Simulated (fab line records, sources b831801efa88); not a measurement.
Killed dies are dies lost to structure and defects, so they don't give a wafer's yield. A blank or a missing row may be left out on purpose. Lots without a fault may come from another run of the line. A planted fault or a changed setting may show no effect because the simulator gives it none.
fab line records | flow sfq_line
record lots=7 wafers=19 last_day=94
route steps=325 shown M1@68 I1@73
lots that met no fault: from a run of the same line without faults
start_h: hours from the record's first day to the start of the lot's first wafer shown | wait_h: hours since the lot's step before | " the same as in the row above | L1.1+2: a row that stands for several wafers | - no value, or no start given | * or withheld: withheld | < > ~ a bound
route shown NAME@n: a module of which the file shows steps, and the number in the route of the first | usual: mean/standard deviation of fault-free wafers | same: alike in all rows | chamber/n: place in a boat | sites: the reading at each site | _std_site: their standard deviation | _edge_site: outer sites' mean less inner sites' | radius_mm: how far each site lies from the wafer's centre | mask NAME#n: copy n | behind: the tool/chamber that last shaped the wafer | hold: why the lot was held/for how many hours/how that ended | device: the transistor (n, p or np) that didn't switch | end of line: the same wafers' tests at the end of the route | a step without rows: its recipe alone | killed: dies lost to structure and defects at the first sort, not the wafer's yield | map: a wafer's dies, x killed, . not, _ none there
set.NAME: the setting as run; set.NAME@STEP: as run at that earlier step | model.NAME: the simulator's own value behind a step, which no gauge read
lots at some steps of the route; a table a step, a row a wafer
services: from which hour (start_h, from the record's first day; less than 0 if before it) a tool's chamber was out of use, for how many hours, and why
## steps
# step SFQ_M1_OVL_MEAS_911
# usual M1_OVL=1/4.9
# columns lot.wafer tool chamber start_h wait_h M1_OVL[nm]
L266.1 overlay-02 - 322.70 0.1 7
L266.3 " - " " 7
L266.6 " - " " 6
L270.2 overlay-02 - 353.91 0.1 2
L270.3 " - " " -1
L270.5 " - " " -3
L271.1 overlay-02 - 357.50 0.1 -9
L271.3 " - " " 1
L272.3 overlay-01 - 365.91 0.1 8
L272.5 " - " " 6
L283.1 overlay-02 - 444.53 0.1 4
L283.3 " - " " -2
L283.5 " - " " 3
L284.4 overlay-02 - 445.75 0.1 2
L284.5 " - " " -5
L284.6 " - " " 4
L285.3 overlay-01 - 457.75 0.1 4
L285.5 " - " " -1
L285.6 " - " " 2
# step SFQ_TRILAYER_M1_BARC_OPEN_METAL_ETCH_054
# recipe mask_material=PR chemistry=O2 target_depth_nm=125 target=BARC icp_w=600 bias_w=80 pressure_mtorr=10 time_s=41.7
# usual drypump_motor_current_A=5.8/0.44 oes_product_au=0.686/0.0045
# columns lot.wafer tool chamber start_h wait_h drypump_motor_current_A oes_product_au rf_hours_counter_h
L266.1 rie_metal-01 0 322.74 0.0 5.0 0.684 118
L266.3 " 1 " " 5.6 0.679 -
L266.6 " 1 " " 5.6 0.684 -
L270.2 rie_metal-02 0 353.96 0.0 6.3 0.692 -
L270.3 " 0 " " 6.3 0.692 -
L270.5 " 0 " " 6.3 0.683 -
L271.1 rie_metal-01 0 357.68 0.2 5.0 0.688 125
L271.3 " 0 " " 5.0 0.687 -
L272.3 rie_metal-04 0 365.96 0.0 6.2 0.689 -
L272.5 " 0 " " 6.2 0.692 -
L283.1 rie_metal-01 1 444.57 0.0 5.6 0.677 42
L283.3 " 1 " " 5.6 0.682 -
L283.5 " 1 " " 5.6 0.684 -
L284.4 rie_metal-02 0 445.79 0.0 6.3 0.688 -
L284.5 " 1 " " 5.9 0.688 -
L284.6 " 0 " " 6.3 0.685 -
L285.3 rie_metal-04 0 457.80 0.0 6.1 0.684 -
L285.5 " 0 " " 6.1 0.682 -
L285.6 " 1 " " 5.7 0.684 -
# step SFQ_TRILAYER_M1_ETCH_METAL_ETCH_042
# recipe target=Nb stop_on=SiO2 mask_material=PR chemistry=Cl2/Ar target_depth_nm=240 icp_w=600 bias_w=80 pressure_mtorr=10 time_s=120
# usual drypump_motor_current_A=5.8/0.44 oes_product_au=0.893/0.007
# columns lot.wafer tool chamber start_h wait_h drypump_motor_current_A oes_product_au rf_hours_counter_h
L266.1 rie_metal-01 0 322.80 0.0 5.0 0.901 118
L266.3 " 1 " " 5.6 0.894 -
L266.6 " 1 " " 5.6 0.888 -
L270.2 rie_metal-02 0 354.10 0.1 6.3 0.891 -
L270.3 " 0 " " 6.3 0.893 -
L270.5 " 0 " " 6.3 0.887 -
L271.1 rie_metal-01 0 357.74 0.0 5.0 0.890 125
L271.3 " 0 " " 5.0 0.882 -
L272.3 rie_metal-04 0 366.04 0.1 6.2 0.902 -
L272.5 " 0 " " 6.2 0.910 -
L283.1 rie_metal-01 1 444.63 0.0 5.6 0.899 42
L283.3 " 1 " " 5.6 0.900 -
L283.5 " 1 " " 5.6 0.900 -
L284.4 rie_metal-02 0 445.87 0.1 6.3 0.899 -
L284.5 " 1 " " 5.9 0.897 -
L284.6 " 0 " " 6.3 0.895 -
L285.3 rie_metal-04 0 457.90 0.1 6.2 0.880 -
L285.5 " 0 " " 6.2 0.900 -
L285.6 " 1 " " 5.7 0.883 -
# step SFQ_TRILAYER_M1_STRIP_STRIP_043
# recipe gas=O2 power_w=200 platen_temp_c=40 overash_fraction=0.65 chemistry=O2 pressure_mtorr=50
# usual drypump_motor_current_A=5.8/0.45 oes_product_au=1.001/0.013
# columns lot.wafer tool chamber start_h wait_h drypump_motor_current_A oes_product_au rf_hours_counter_h
L266.1 rie_metal-01 0 322.92 0.1 5.0 0.999 118
L266.3 " 1 " " 5.6 0.994 -
L266.6 " 1 " " 5.6 0.999 -
L270.2 rie_metal-02 0 354.51 0.4 6.3 0.990 -
L270.3 " 0 " " 6.3 0.994 -
L270.5 " 0 " " 6.3 0.987 -
L271.1 rie_metal-01 0 357.86 0.1 5.0 1.012 125
L271.3 " 0 " " 5.0 1.005 -
L272.3 rie_metal-04 0 366.32 0.2 6.2 1.006 -
L272.5 " 0 " " 6.2 1.006 -
L283.1 rie_metal-01 1 444.75 0.1 5.6 0.994 42
L283.3 " 1 " " 5.6 0.985 -
L283.5 " 1 " " 5.6 1.002 -
L284.4 rie_metal-02 0 446.15 0.2 6.3 0.974 -
L284.5 " 1 " " 5.9 1.001 -
L284.6 " 0 " " 6.3 0.991 -
L285.3 rie_metal-04 0 458.28 0.3 6.2 0.990 -
L285.5 " 0 " " 6.2 0.994 -
L285.6 " 1 " " 5.7 1.028 -
# step SFQ_TRILAYER_M1_STRIP_SOLV_CLEAN_044
# recipe chemistry=NMP temp_c=70 time_s=600
# step SFQ_TRILAYER_I1_DEP_PECVD_045
# recipe material=SiO2 temp_c=150 time_s=111.11 pressure_torr=2.4 rf_w=183.3 precursor=SiH4/N2O target_thk_nm=500
# step SFQ_TRILAYER_I1_CMP_CMP_046
# recipe material=SiO2 down_force_psi=3 platen_rpm=60 pad_velocity_m_s=0.94248
# step SFQ_I1_BOW_MEAS_912
# recipe mode=bow
# usual I1_BOW=2/9.1
# columns lot.wafer tool chamber start_h wait_h I1_BOW[um]
L266.1 film_metro-03 - 326.95 1.0 4
L266.3 " - " " 1
L266.6 " - " " 6
L270.2 film_metro-01 - 359.39 1.0 9
L270.3 " - " " 8
L270.5 " - " " 18
L271.1 film_metro-03 - 361.72 2.5 -1
L271.3 " - " " -14
L272.3 film_metro-02 - 371.91 1.0 -16
L272.5 " - " " -7
L283.1 film_metro-03 - 449.21 1.0 -24
L283.3 " - " " -11
L283.5 " - " " 2
L284.4 film_metro-01 - 450.55 2.1 7
L284.5 " - " " 0
L284.6 " - " " -6
L285.3 film_metro-03 - 462.53 1.0 4
L285.5 " - " " 2
L285.6 " - " " -1
# step SFQ_TRILAYER_I1_METRO_MEASURE_047
# usual thk_nm=199.0/1.4
# columns lot.wafer tool chamber start_h wait_h thk_nm
L266.1 film_metro-03 - 327.07 0.1 199.2
L266.3 " - " " 198.4
L266.6 " - " " 197.8
L270.2 film_metro-01 - 359.69 0.3 196.5
L270.3 " - " " 198.4
L270.5 " - " " 198.6
L271.1 film_metro-03 - 361.84 0.1 199.0
L271.3 " - " " 199.4
L272.3 film_metro-02 - 372.39 0.5 199.1
L272.5 " - " " 197.4
L283.1 film_metro-03 - 449.33 0.1 197.3
L283.3 " - " " 200.1
L283.5 " - " " 198.6
L284.4 film_metro-01 - 451.21 0.6 200.8
L284.5 " - " " 199.1
L284.6 " - " " 200.8
L285.3 film_metro-03 - 463.01 0.5 200.4
L285.5 " - " " 199.3
L285.6 " - " " 199.3
# step SFQ_TRILAYER_I1_VIA_LITHO_COAT_054
# recipe resist=BARC spin_rpm=3000 resist_thk_nm=62
# step SFQ_TRILAYER_I1_VIA_LITHO_COAT_049
# recipe resist=KrF spin_rpm=3000 resist_thk_nm=650
# step SFQ_TRILAYER_I1_VIA_LITHO_SOFTBAKE_053
# recipe temp_c=withheld time_s=withheld resist=KrF
# step SFQ_TRILAYER_I1_VIA_LITHO_EXPOSE_050
# recipe mask_id=I1 na=0.6 source_shape=conventional sigma_outer=0.65 target_cd_nm=500 dose_mj=21.3
# usual reticle_temp_C=23.00/0.1
# same na=0.6
# columns lot.wafer tool chamber start_h wait_h mask reticle_temp_C
L266.1 krf_scanner-02 0 437.03 - I1#0 23.09
L266.3 " 0 " " I1#0 23.17
L266.6 " 0 " " I1#0 22.98
L270.2 krf_scanner-02 0 474.43 - I1#0 23.07
L270.3 " 0 " " I1#0 23.07
L270.5 " 0 " " I1#0 23.09
L271.1 krf_scanner-02 0 476.63 - I1#0 23.04
L271.3 " 0 " " I1#0 23.12
L272.3 krf_scanner-02 0 487.83 - I1#0 22.95
L272.5 " 0 " " I1#0 22.97
L283.1 krf_scanner-02 0 576.92 - I1#0 23.01
L283.3 " 0 " " I1#0 22.98
L283.5 " 0 " " I1#0 23.09
L284.4 krf_scanner-02 0 583.52 - I1#0 23.03
L284.5 " 0 " " I1#0 22.99
L284.6 " 0 " " I1#0 23.04
L285.3 krf_scanner-02 0 595.32 - I1#0 22.85
L285.5 " 0 " " I1#0 23.14
L285.6 " 0 " " I1#0 23.02
# step SFQ_TRILAYER_I1_VIA_LITHO_PEB_052
# recipe peb_temp_c=115 peb_time_s=60 resist=KrF
# step SFQ_TRILAYER_I1_VIA_LITHO_DEVELOP_051
# recipe time_s=60 resist=KrF
# step SFQ_I1_OVL_MEAS_913
# usual I1_OVL=0/6.1
# columns lot.wafer tool chamber start_h wait_h I1_OVL[nm]
L266.1 overlay-02 - 438.53 0.1 5
L266.3 " - " " 3
L266.6 " - " " 12
L270.2 overlay-02 - 475.74 0.1 9
L270.3 " - " " 3
L270.5 " - " " -8
L271.1 overlay-02 - 478.13 0.1 5
L271.3 " - " " -5
L272.3 overlay-02 - 488.95 0.1 1
L272.5 " - " " 3
L283.1 overlay-01 - 578.42 0.1 -7
L283.3 " - " " -1
L283.5 " - " " -2
L284.4 overlay-01 - 584.44 0.1 -4
L284.5 " - " " -7
L284.6 " - " " 6
L285.3 overlay-01 - 596.43 0.1 -1
L285.5 " - " " -1
L285.6 " - " " 14
# step SFQ_TRILAYER_I1_VIA_BARC_OPEN_VIA_ETCH_071
# recipe mask_material=PR chemistry=O2 target_depth_nm=125 target=BARC source_w=500 bias_w=80 pressure_mtorr=30 time_s=41.7
# usual drypump_motor_current_A=5.5/0.42 oes_product_au=0.685/0.0046
# columns lot.wafer tool chamber start_h wait_h drypump_motor_current_A oes_product_au rf_hours_counter_h model.I1.cd_nm
L266.1 rie_diel-01 1 438.57 0.0 5.2 0.671 102 500
L266.3 " 3 " " 5.7 0.694 103 499.1
L266.6 " 1 " " 5.2 0.689 - 499.8
L270.2 rie_diel-01 0 475.77 0.0 5.4 0.686 1 499.7
L270.3 " 2 " " 4.8 0.682 2 516.4
L270.5 " 0 " " 5.4 0.686 - 516.2
L271.1 rie_diel-02 1 478.17 0.0 6.2 0.687 77 498.4
L271.3 " 2 " " 5.8 0.685 5 515.5
L272.3 rie_diel-01 2 488.97 0.0 4.8 0.689 2 517.6
L272.5 " 1 " " 5.2 0.688 - 515.7
L283.1 rie_diel-02 3 578.46 0.0 5.8 0.685 57 498.6
L283.3 " 1 " " 6.1 0.683 79 497.5
L283.5 " 1 " " 6.1 0.687 - 499
L284.4 rie_diel-04 3 584.46 0.0 6.2 0.680 18 497.1
L284.5 " 0 " " 5.0 0.681 - 498.5
L284.6 " 3 " " 6.2 0.693 - 496.5
L285.3 rie_diel-04 1 596.46 0.0 5.6 0.682 33 500.1
L285.5 " 1 " " 5.6 0.681 - 499.8
L285.6 " 2 " " 5.5 0.694 - 498.8
# step SFQ_TRILAYER_I1_VIA_ETCH_VIA_ETCH_052
# recipe target=SiO2 stop_on=Nb mask_material=PR taper_deg=20 chemistry=CHF3 target_depth_nm=260 source_w=500 bias_w=80 pressure_mtorr=30 time_s=withheld
# usual drypump_motor_current_A=5.5/0.42 oes_product_au=0.852/0.0057
# columns lot.wafer tool chamber start_h wait_h drypump_motor_current_A oes_product_au model.I1.cd_nm
L266.1 rie_diel-01 1 438.61 0.0 5.2 0.849 502
L266.3 " 3 " " 5.6 0.856 496.5
L266.6 " 1 " " 5.2 0.854 502
L270.2 rie_diel-01 0 475.81 0.0 5.4 0.850 501.3
L270.3 " 2 " " 4.8 0.847 520.8
L270.5 " 0 " " 5.4 0.843 517.9
L271.1 rie_diel-02 1 478.21 0.0 6.1 0.857 495.5
L271.3 " 2 " " 5.8 0.850 518.4
L272.3 rie_diel-01 2 489.01 0.0 4.8 0.849 521.2
L272.5 " 1 " " 5.2 0.842 515.9
L283.1 rie_diel-02 3 578.50 0.0 5.9 0.846 496.9
L283.3 " 1 " " 6.1 0.854 494
L283.5 " 1 " " 6.1 0.849 495.4
L284.4 rie_diel-04 3 584.50 0.0 6.3 0.855 495.9
L284.5 " 0 " " 5.0 0.850 494.3
L284.6 " 3 " " 6.3 0.853 496.5
L285.3 rie_diel-04 1 596.50 0.0 5.6 0.853 500
L285.5 " 1 " " 5.6 0.855 500.1
L285.6 " 2 " " 5.5 0.851 496.8
# step SFQ_TRILAYER_I1_VIA_STRIP_STRIP_053
# recipe gas=O2 power_w=200 platen_temp_c=40 overash_fraction=0.65 chemistry=O2 pressure_mtorr=50
# usual drypump_motor_current_A=5.9/0.44 oes_product_au=1.003/0.014
# columns lot.wafer tool chamber start_h wait_h drypump_motor_current_A oes_product_au rf_hours_counter_h
L266.1 rie_metal-03 1 438.72 - 6.5 0.987 83
L266.3 " 1 " " 6.5 0.989 -
L266.6 " 1 " " 6.5 1.000 -
L270.2 rie_metal-04 1 475.92 - 5.7 1.024 115
L270.3 " 0 " " 6.1 0.997 -
L270.5 " 0 " " 6.2 0.987 -
L271.1 rie_metal-04 1 478.32 - 5.7 1.033 116
L271.3 " 1 " " 5.6 1.025 -
L272.3 rie_metal-02 1 489.32 - 5.9 1.012 -
L272.5 " 0 " " 6.3 0.986 -
L283.1 rie_metal-03 0 578.61 - 5.1 0.976 80
L283.3 " 1 " " 6.5 1.005 -
L283.5 " 1 " " 6.5 0.998 -
L284.4 rie_metal-04 1 584.81 - 5.7 1.017 -
L284.5 " 1 " " 5.7 1.017 -
L284.6 " 0 " " 6.2 0.993 -
L285.3 rie_metal-04 0 596.81 - 6.2 0.998 -
L285.5 " 0 " " 6.2 0.996 -
L285.6 " 1 " " 5.7 1.024 -
## services
# columns tool chamber start_h hours kind
krf_scanner-02 - 309.24 3.6 pm
rie_diel-04 3 328.68 15.6 repair
rie_metal-02 - 330.54 1.4 pm
rie_metal-04 1 331.70 15.4 repair
rie_diel-01 1 343.67 5.3 repair
rie_metal-02 1 347.75 9.7 repair
rie_metal-02 - 348.86 2.8 pm
rie_diel-01 - 352.73 28.1 pm
krf_scanner-02 - 365.60 1.3 pm
krf_scanner-02 - 366.90 0.8 pm
rie_diel-04 - 403.28 2.0 repair
rie_diel-01 - 403.54 0.4 repair
krf_scanner-02 - 431.23 1.0 pm
rie_metal-02 1 436.21 2.1 repair
rie_diel-04 3 458.62 1.5 repair
rie_diel-01 - 460.58 0.7 repair
rie_metal-02 0 495.80 6.6 repair
rie_metal-02 - 509.67 0.5 repair
rie_metal-04 - 513.30 0.9 repair
rie_diel-01 - 518.27 4.3 pm
krf_scanner-02 - 535.43 0.8 pm
krf_scanner-02 - 540.77 1.3 pm
krf_scanner-02 - 544.49 30.7 repair
rie_diel-01 3 578.06 5.4 repair
## key
first_sign none at tools or gauges
model_effect step=SFQ_TRILAYER_I1_VIA_BARC_OPEN_VIA_ETCH_071 value=I1.cd_nm without=501.1 struck=516.3
model_effect step=SFQ_TRILAYER_I1_VIA_ETCH_VIA_ETCH_052 value=I1.cd_nm without=503.6 struck=518.8
met_at SFQ_TRILAYER_I1_VIA_LITHO_EXPOSE_050
struck_wafers L270.3,L270.5,L271.3,L272.3,L272.5
onset_between 437.03 474.43
fault kind=process_parameter_drift tool=krf_scanner-02 chamber=- onset_h=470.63 steps=SFQ_TRILAYER_I1_VIA_LITHO_EXPOSE_050 channel=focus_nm offset=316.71 shape=step end_h=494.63 scope=struck_wafers_only
